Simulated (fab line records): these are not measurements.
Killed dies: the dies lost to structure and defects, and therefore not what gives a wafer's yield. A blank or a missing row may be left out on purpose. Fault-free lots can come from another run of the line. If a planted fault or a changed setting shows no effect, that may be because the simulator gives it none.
Which tool is to blame?	flow gf180mcu	42 wafers from 14 lots sampled at 4 of the route's 602 steps

## WHAT THE GAUGES SHOWED, per wafer
GF_V2_THK_MEAS_01. Usual: for V2_CVD_00_THK the level is 599 nm and the standard deviation is 9.
lot	measured	on	V2_CVD_00_THK (nm)	flag
L361	day 19 14:04	film-metro-01	594 603 594	
L362	day 19 15:25	film-metro-02	605 611 608	
L365	day 21 16:22	film-metro-03	606 591 598	
L366	day 21 16:43	film-metro-01	601 609 614	
L367	day 22 23:55	film-metro-03	592 603 595	
L368	day 23 00:53	film-metro-01	597 595 604	
L370	day 23 18:09	film-metro-02	597 601 590	
L371	day 23 20:29	film-metro-03	583 585 590	
L380	day 25 18:22	film-metro-02	595 610 599	
L381	day 26 03:13	film-metro-01	620 594 603	
L382	day 26 09:06	film-metro-03	591 602 590	
L383	day 26 18:02	film-metro-02	603 595 617	

GF_V2_BOW_MEAS_05. Usual: for V2_BOW the level is 99 um and the standard deviation is 9.5.
lot	measured	on	V2_BOW (um)	flag
L361	day 19 14:34	film-metro-02	95 90 84	
L362	day 19 15:54	film-metro-01	94 95 98	
L365	day 21 16:51	film-metro-03	105 83 100	
L366	day 21 17:27	film-metro-01	104 93 85	
L367	day 23 00:26	film-metro-03	89 89 87	
L368	day 23 01:26	film-metro-03	110 111 101	
L370	day 23 18:38	film-metro-01	103 106 83	
L371	day 23 20:58	film-metro-03	104 96 94	
L380	day 25 18:52	film-metro-03	98 92 100	
L381	day 26 03:44	film-metro-01	102 98 101	
L382	day 26 09:37	film-metro-02	94 98 107	
L383	day 26 18:32	film-metro-01	109 105 103	

## WHAT TOOL EACH LOT RAN ON (gives the tool, then ch and the chambers of the sampled wafers, and finally the start)
lot	GF_HV_LDD_STRIP_49	GF_M2_STRIP_17
L361	plasma-asher-01 ch 0,1, day 12 16:29	plasma-asher-04 ch 0,1, day 19 13:28
L362	plasma-asher-02 ch 0,1, day 12 17:27	plasma-asher-02 ch 0,1, day 19 14:48
L365	plasma-asher-01 ch 0,1, day 14 11:29	plasma-asher-02 ch 0,1, day 21 15:45
L366	plasma-asher-03 ch 0,1, day 14 12:21	plasma-asher-02 ch 1, day 21 16:06
L367	plasma-asher-03 ch 0,1, day 15 16:30	plasma-asher-04 ch 0,1, day 22 23:19
L368	plasma-asher-02 ch 0,1, day 15 17:02	plasma-asher-02 ch 0, day 23 00:16
L370	plasma-asher-03 ch 0,1, day 16 08:56	plasma-asher-01 ch 0,1, day 23 17:32
L371	plasma-asher-02 ch 1, day 16 13:11	plasma-asher-04 ch 1, day 23 19:53
L378	plasma-asher-02 ch 0,1, day 18 05:53	-
L379	plasma-asher-02 ch 0,1, day 18 13:51	-
L380	plasma-asher-01 ch 0,1, day 18 14:45	plasma-asher-02 ch 0,1, day 25 17:46
L381	plasma-asher-01 ch 0,1, day 19 02:17	plasma-asher-04 ch 0,1, day 26 02:37
L382	plasma-asher-03 ch 0,1, day 19 10:38	plasma-asher-01 ch 0,1, day 26 08:28
L383	plasma-asher-02 ch 0,1, day 19 18:59	plasma-asher-04 ch 1, day 26 17:25
- GF_HV_LDD_STRIP_49: strips in O2/N2.
- GF_M2_STRIP_17: strips in O2/N2.

## AS READ BY THE TOOLS THEMSELVES (means over the sampled wafers that have a number; for cases with no such wafer, the mark the record gives instead)
GF_HV_LDD_STRIP_49. Usual: chamber-pressure-mTorr 1500.0 mTorr, standard deviation 1.4; drypump-motor-current-A 5.91 A, standard deviation 0.12; heater-power-w 340 W, standard deviation 37; oes-product-au 0.716 a.u., standard deviation 0.0048; strip-time-to-endpoint-s 12.62 s, standard deviation 0.042.
lot	tool	chamber-pressure-mTorr (mTorr)	drypump-motor-current-A (A)	heater-power-w (W)	oes-product-au (a.u.)	strip-time-to-endpoint-s (s)	flag
L361	plasma-asher-01	1500.7	5.75	352	0.717	12.69	
L362	plasma-asher-02	1500.4	5.93	313	0.716	12.66	
L365	plasma-asher-01	1500.1	5.75	343	0.712	12.60	
L366	plasma-asher-03	1499.3	5.94	342	0.714	12.57	
L367	plasma-asher-03	1499.1	5.94	345	0.720	12.61	
L368	plasma-asher-02	1501.5	5.92	317	0.718	12.62	
L370	plasma-asher-03	1499.8	6.02	340	0.718	12.66	
L371	plasma-asher-02	1500.0	5.89	278	0.715	12.70	
L378	plasma-asher-02	-	-	-	-	-	OFF
L379	plasma-asher-02	-	-	-	-	-	OFF
L380	plasma-asher-01	1500.4	5.72	353	0.715	12.67	
L381	plasma-asher-01	1500.3	5.73	350	0.716	12.57	
L382	plasma-asher-03	1500.9	6.02	335	0.716	12.67	
L383	plasma-asher-02	1500.5	5.91	313	0.714	12.66	

GF_M2_STRIP_17. Usual: chamber-pressure-mTorr 1500.0 mTorr, standard deviation 1.3; drypump-motor-current-A 5.82 A, standard deviation 0.11; heater-power-w 335 W, standard deviation 37; oes-product-au 0.558 a.u., standard deviation 0.0053; strip-time-to-endpoint-s 7.88 s, standard deviation 0.044.
lot	tool	chamber-pressure-mTorr (mTorr)	drypump-motor-current-A (A)	heater-power-w (W)	oes-product-au (a.u.)	strip-time-to-endpoint-s (s)	flag
L361	plasma-asher-04	1500.1	5.79	332	0.558	7.88	
L362	plasma-asher-02	1500.5	5.94	357	0.556	7.85	
L365	plasma-asher-02	1501.0	5.91	313	0.554	7.92	
L366	plasma-asher-02	1499.9	5.89	281	0.563	7.88	
L367	plasma-asher-04	1499.3	5.78	334	0.561	7.93	
L368	plasma-asher-02	1500.5	5.96	390	0.557	7.94	
L370	plasma-asher-01	1499.9	5.75	350	0.555	7.93	
L371	plasma-asher-04	1499.6	5.63	322	0.554	7.84	
L380	plasma-asher-02	1500.1	5.93	351	0.559	7.90	
L381	plasma-asher-04	1500.1	5.79	329	0.560	7.91	
L382	plasma-asher-01	1500.4	5.75	347	0.554	7.90	
L383	plasma-asher-04	1499.4	5.64	319	0.564	7.97	

## THE ANSWER, worked out from the rows above alone
Rule: take the mean of a lot's wafers that have a number; if it is more than 3 standard deviations from the usual mean, the lot is off. Also off: a lot with no number at a reading for which 4 or more lots have one. The other lots that the step has rows for count as sound. First the gauges in route order, then the tools' own readings, where a lot's mean is used as printed above. The first step at which some lot is off is used, and at that step the reading that is off furthest; a lot without a number counts as furthest.
Off: L378, L379, at GF_HV_LDD_STRIP_49 (chamber-pressure-mTorr). Without a number there: L378, L379.
If a tool, at that step or one of the process steps before it, ran each lot that is off and ran no sound lot following the first of them, it fits. No candidate that was tried fits.

## WHAT THE SIMULATOR HAD INSERTED
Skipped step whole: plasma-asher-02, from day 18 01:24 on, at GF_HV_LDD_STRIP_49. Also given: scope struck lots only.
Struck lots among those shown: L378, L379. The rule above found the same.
